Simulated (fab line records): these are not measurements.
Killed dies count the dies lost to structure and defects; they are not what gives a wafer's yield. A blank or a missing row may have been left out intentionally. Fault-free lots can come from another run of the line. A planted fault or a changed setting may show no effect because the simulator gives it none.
A lot that was struck, set against a sound lot ; flow sky130 ; 17 out of 708 route steps
Sound: these wafers, L839.1, L839.2, L839.5. Wafers struck: L852.1, L852.4, L852.6. Last of all comes the cause.
Each step with rows lists, per side, the tool, then ch with its chambers, then its first start. Under that, the readings that differ: sound wafers ; struck wafers ; difference of the means ; sigmas: that difference in standard deviations of wafers without a fault.
alike: a reading whose means differ by less than 2 such deviations, as well as words and numbers matching on both sides. not compared: withheld readings; readings where some wafer has no value; bounds like >300 that might hide an equal value; numbers whose values overlap and for which the record gives no deviation.
A row with sigmas, a row that says differs or no value, or rows on one side alone: a step with any of these is where the two part. Numbers that don't overlap but have no deviation are shown without sigmas and don't part them. Lack of a reading on every wafer of one side parts them only where that side has two or more wafers.

SKY_LDD_P_OVL_MEAS_08:
  sound: overlay-01 at day 19 10:00; struck: overlay-02 at day 24 23:00
  alike: LDD_P_OVL
next, for these wafers, 1 step has no rows: SKY_LDD_P_IMPLANT_09.
SKY_LDD_P_STRIP_10: strips in O2/N2.
  sound on plasma-asher-02 ch 0,1, day 19 10:11; struck on plasma-asher-02 ch 0,1, day 24 23:11
reading;sound;struck;difference;sigmas
strip-time-to-endpoint-s (s);14.15 14.17 14.16;14.27 14.27 14.22;+0.09;+3
  alike: drypump-motor-current-A, oes-product-au
  not compared: rf-hours-counter-h
SKY_LDD_P_TW_MEAS_11:
  sound: film-metro-04 at day 19 10:17; struck: film-metro-02 at day 24 23:17
  alike: LDD_P_TW
then, 7 steps without rows for these wafers: SKY_LDD_HVN_DEHYDRATE_00 (time 60 s); SKY_LDD_HVN_HMDS_01 (prime time 60 s); SKY_LDD_HVN_COAT_02 (resist thk 300 nm); SKY_LDD_HVN_SOFTBAKE_03 (time 60 s); SKY_LDD_HVN_EXPOSE_04 (exposes mask HVNTM, target cd 700 nm); SKY_LDD_HVN_PEB_05; SKY_LDD_HVN_DEVELOP_06 (develop time 60 s).
SKY_LDD_HVN_OVL_MEAS_07:
  sound: overlay-01 at day 20 15:19; struck: overlay-01 at day 26 05:08
  alike: LDD_HVN_OVL
SKY_LDD_HVN_IMPLANT_08:
  sound on implanter-01 ch 0, day 20 15:22; struck on implanter-01 ch 0, day 26 05:10
reading;sound;struck;difference;sigmas
dose-ions-cm2;2.998e+13 3.01e+13 3.003e+13;3.221e+13 3.216e+13 3.214e+13;+2.133e+12;+69
faraday-current-uA;172 166 167;180 178 185;+13;+4
SKY_LDD_HVN_STRIP_09: strips in O2/N2.
  sound on plasma-asher-02 ch 0,1, day 20 15:31; struck on plasma-asher-03 ch 0,1, day 26 05:19
  alike: drypump-motor-current-A, oes-product-au, strip-time-to-endpoint-s
  not compared: rf-hours-counter-h
SKY_LDD_HVN_TW_MEAS_10:
  sound: film-metro-02 at day 20 15:37; struck: film-metro-02 at day 26 05:25
reading;sound;struck;difference;sigmas
LDD_HVN_TW;1439 1441 1446;1462 1461 1462;+20;+3
then, 1 step without rows for these wafers: SKY_LDD_HVP_DEHYDRATE_00 (time 60 s).
-- a jump in the record: the struck wafers' starts before and after are 23 days apart (it breaks off in module LDD_HVP and resumes in module PAD_OPEN, where the first step shown is number 708 of the route) --
SKY_PAD_OPEN_PROBE_99:
  sound: prober-02 at day 46 03:51; struck: prober-02 at day 49 16:44
reading;sound;struck;difference;sigmas
model.etest.tip_n_5v.rs-ohm-sq;1408 1404 1411;1313 1314 1308;-96;
  alike: killed_at_M0_to_M3, killed_at_M4_up, killed-at-contacts, killed-at-front-end, killed-at-other, killed-dies, killed-open, killed-short

## WHERE THEY PART
Earliest at SKY_LDD_P_STRIP_10; latest, in this record, at SKY_LDD_HVN_TW_MEAS_10. Later steps at which nothing parts them and some readings are alike: SKY_PAD_OPEN_PROBE_99.

WHY: what the simulator had put in
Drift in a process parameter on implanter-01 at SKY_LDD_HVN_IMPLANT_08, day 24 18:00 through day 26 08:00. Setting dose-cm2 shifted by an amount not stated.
